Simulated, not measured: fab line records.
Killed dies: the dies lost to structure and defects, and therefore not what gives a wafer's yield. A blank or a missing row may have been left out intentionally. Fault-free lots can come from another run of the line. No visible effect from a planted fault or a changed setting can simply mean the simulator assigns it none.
Which of the tools did it? / flow gf180mcu / Sampling: 7 lots, 21 wafers, 2 of 602 route steps

== WHAT EACH GAUGE READ, for each wafer ==
GF_HV_LDD_CD_MEAS_07: target cd 400 nm.
lot=L352; measured=day 10 08:31; on=cd sem-01; cd nm (nm)=400.4 398.8 400.1
lot=L355; measured=day 11 03:23; on=cd sem-01; cd nm (nm)=398.5 400.2 399.4
lot=L357; measured=day 11 20:02; on=cd sem-02; cd nm (nm)=402.3 400.3 399.1
lot=L366; measured=day 14 16:41; on=cd sem-02; cd nm (nm)=398.3 397.7 401.1
lot=L368; measured=day 15 08:35; on=cd sem-01; cd nm (nm)=401.6 401.4 400.6
lot=L370; measured=day 15 22:00; on=cd sem-02; cd nm (nm)=399.6 400.3 398.8
lot=L373; measured=day 16 21:35; on=cd sem-02; cd nm (nm)=399.0 398.7 396.4

== WHAT TOOL EACH LOT RAN ON (gives the tool, then ch and the chambers of the sampled wafers, and finally the start) ==
lot=L352; GF_VT_IMPLANT_PEB_05=litho track-03 ch 0, day 5 21:13
lot=L355; GF_VT_IMPLANT_PEB_05=litho track-01 ch 0, day 6 13:48
lot=L357; GF_VT_IMPLANT_PEB_05=litho track-02 ch 0, day 7 01:42
lot=L366; GF_VT_IMPLANT_PEB_05=litho track-02 ch 0, day 9 13:21
lot=L368; GF_VT_IMPLANT_PEB_05=litho track-01, day 10 01:57
lot=L370; GF_VT_IMPLANT_PEB_05=litho track-02 ch 0, day 10 13:39
lot=L373; GF_VT_IMPLANT_PEB_05=litho track-02 ch 0, day 11 09:27
- GF_VT_IMPLANT_PEB_05

== THE ANSWER, worked out from the rows above alone ==
Rule: the lots themselves supply what counts as usual. Put in order of their means at a reading, lots are off if they are a third of the lots or fewer, leave a main group of 4 or more, and stand apart from it by a gap of 3 or more times the standard deviation of the main group's means; of several such gaps the widest counts. The tables above print the reading to a certain number of digits; a main group whose means all agree to those digits is not used. Also off: a lot with no number at a reading for which 4 or more lots have one. Where the step has rows for the other lots, those lots are counted as sound.
No lot is off at any reading shown: from this, nothing can be told.

== WHAT WAS PUT IN BY THE SIMULATOR ==
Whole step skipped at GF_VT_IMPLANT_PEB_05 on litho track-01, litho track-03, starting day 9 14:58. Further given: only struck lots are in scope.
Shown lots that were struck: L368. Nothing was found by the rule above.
